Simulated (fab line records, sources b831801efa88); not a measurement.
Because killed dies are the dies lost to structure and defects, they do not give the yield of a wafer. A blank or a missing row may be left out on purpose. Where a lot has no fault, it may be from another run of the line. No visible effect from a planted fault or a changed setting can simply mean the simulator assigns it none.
Which of the tools did it? ; flow sky130 ; 39 wafers from 13 lots sampled at 4 of the route's 708 steps

## WHAT THE GAUGES READ, wafer by wafer
SKY_VIA4_RS_MEAS_19: measures by four-point-probe. Usual: for VIA4_W_RS the level is 0.2349 ohm/sq and the standard deviation is 0.0024.
lot;measured;on;VIA4_W_RS (ohm/sq);flag
L806;day 43 10:12;film_metro-04;0.2327 0.2361 0.2357;
L807;day 43 11:14;film_metro-03;0.2379 0.2397 0.2319;
L808;day 43 20:26;film_metro-02;0.2373 0.2378 0.2358;
L809;day 44 03:55;film_metro-02;0.2367 0.2356 0.2358;
L810;day 44 10:38;film_metro-04;0.2362 0.2332 0.2362;
L811;day 44 17:57;film_metro-02;0.2322 0.2374 0.2313;
L812;day 45 00:04;film_metro-02;0.2353 0.2354 0.2345;
L813;day 45 05:53;film_metro-04;0.2361 0.2312 0.2332;
L814;day 45 13:37;film_metro-03;0.2343 0.2364 0.2317;
L816;day 45 21:55;film_metro-04;0.2357 0.2372 0.2349;
L818;day 46 12:42;film_metro-03;0.2346 0.2334 0.2322;
L820;day 47 01:22;film_metro-04;0.2345 0.2332 0.2337;
L821;day 47 04:44;film_metro-03;0.2291 0.2290 0.2313;

SKY_PASSIVATION_THK_MEAS_03. Usual: for PASSIVATION_CVD_02_THK the level is 540 nm and the standard deviation is 6.4.
lot;measured;on;PASSIVATION_CVD_02_THK (nm);flag
L806;day 44 10:07;film_metro-04;540 545 539;
L807;day 44 11:49;film_metro-03;541 544 532;
L808;day 44 20:14;film_metro-01;541 547 539;
L809;day 45 03:37;film_metro-04;543 537 551;
L810;day 45 09:14;film_metro-03;537 540 546;
L811;day 45 17:24;film_metro-01;548 539 538;
L812;day 45 22:55;film_metro-03;546 552 550;
L813;day 46 05:35;film_metro-03;531 537 537;
L814;day 46 13:13;film_metro-03;540 546 551;
L816;day 46 20:13;film_metro-01;528 536 534;
L818;day 47 10:15;film_metro-01;536 545 553;
L820;day 47 22:59;film_metro-01;532 540 541;
L821;day 48 01:28;film_metro-04;535 536 542;

## EACH LOT AND THE TOOL THAT RAN IT (in order: tool; ch and the chambers of the sampled wafers; start)
lot;SKY_POLY_CUT_STRIP_12;SKY_METAL5_SPUTTER_01
L806;plasma_asher-02 ch 0,1, day 24 23:19;pvd_sputter-02, day 43 10:41
L807;plasma_asher-02 ch 0,1, day 25 04:20;pvd_sputter-03, day 43 11:56
L808;plasma_asher-03 ch 0,1, day 25 18:40;pvd_sputter-03, day 43 20:54
L809;plasma_asher-04 ch 0,1, day 26 02:55;pvd_sputter-02, day 44 04:22
L810;plasma_asher-02 ch 0,1, day 26 07:53;pvd_sputter-02, day 44 11:08
L811;plasma_asher-04 ch 0,1, day 26 21:23;pvd_sputter-03, day 44 18:37
L812;plasma_asher-04 ch 0,1, day 27 06:26;pvd_sputter-02, day 45 00:33
L813;plasma_asher-02 ch 0,1, day 27 13:19;pvd_sputter-03, day 45 06:43
L814;plasma_asher-02 ch 0,1, day 27 21:28;pvd_sputter-02, day 45 14:06
L816;plasma_asher-03 ch 0,1, day 28 09:21;pvd_sputter-02, day 45 22:23
L818;plasma_asher-04 ch 0,1, day 29 02:54;pvd_sputter-02, day 46 13:10
L820;plasma_asher-02 ch 0,1, day 29 20:22;pvd_sputter-02, day 47 01:50
L821;plasma_asher-02 ch 0,1, day 30 01:56;pvd_sputter-04, day 47 05:13
- SKY_POLY_CUT_STRIP_12: strips in O2/N2.
- SKY_METAL5_SPUTTER_01: material TiN, target thk 20 nm, time 16.7 s.

## AS READ BY THE TOOLS THEMSELVES (means over the sampled wafers that have a number; for cases with no such wafer, the mark the record gives instead)
SKY_POLY_CUT_STRIP_12. Usual: drypump_motor_current_A 5.4 A, standard deviation 0.47; oes_product_au 0.452 a.u., standard deviation 0.0042; strip_time_to_endpoint_s 5.353 s, standard deviation 0.018.
lot;tool;drypump_motor_current_A (A);oes_product_au (a.u.);strip_time_to_endpoint_s (s);flag
L806;plasma_asher-02;5.7;0.453;5.378;
L807;plasma_asher-02;5.4;0.446;5.349;
L808;plasma_asher-03;5.8;0.453;5.361;
L809;plasma_asher-04;5.1;0.445;5.353;
L810;plasma_asher-02;5.7;0.451;5.337;
L811;plasma_asher-04;5.1;0.457;5.354;
L812;plasma_asher-04;5.1;0.451;5.336;
L813;plasma_asher-02;5.4;0.451;5.345;
L814;plasma_asher-02;5.4;0.453;5.358;
L816;plasma_asher-03;5.5;0.448;5.369;
L818;plasma_asher-04;5.1;0.447;5.353;
L820;plasma_asher-02;5.7;0.451;5.359;
L821;plasma_asher-02;5.7;0.454;5.368;

SKY_METAL5_SPUTTER_01. Usual: throttle_valve_pct reads 29.5 % (standard deviation 0.87).
lot;tool;throttle_valve_pct (%);flag
L806;pvd_sputter-02;29.3;
L807;pvd_sputter-03;29.7;
L808;pvd_sputter-03;30.3;
L809;pvd_sputter-02;29.2;
L810;pvd_sputter-02;29.2;
L811;pvd_sputter-03;29.4;
L812;pvd_sputter-02;29.6;
L813;pvd_sputter-03;29.7;
L814;pvd_sputter-02;29.8;
L816;pvd_sputter-02;29.7;
L818;pvd_sputter-02;28.9;
L820;pvd_sputter-02;29.2;
L821;pvd_sputter-04;29.0;

## THE ANSWER, worked out from the rows above alone
Rule: take the mean of a lot's wafers that have a number; if it is more than 3 standard deviations from the usual mean, the lot is off. A lot without any number at a reading at which 4 lots or more have one is off too. All remaining lots with rows at the step are treated as sound. First the gauges in route order, then the tools' own readings, where a lot's mean is used as printed above. The first step at which some lot is off is used, and at that step the reading that is off furthest; a lot without a number counts as furthest.
Nothing can be told from this: no lot is off at any reading shown.

## WHAT THE SIMULATOR PUT IN
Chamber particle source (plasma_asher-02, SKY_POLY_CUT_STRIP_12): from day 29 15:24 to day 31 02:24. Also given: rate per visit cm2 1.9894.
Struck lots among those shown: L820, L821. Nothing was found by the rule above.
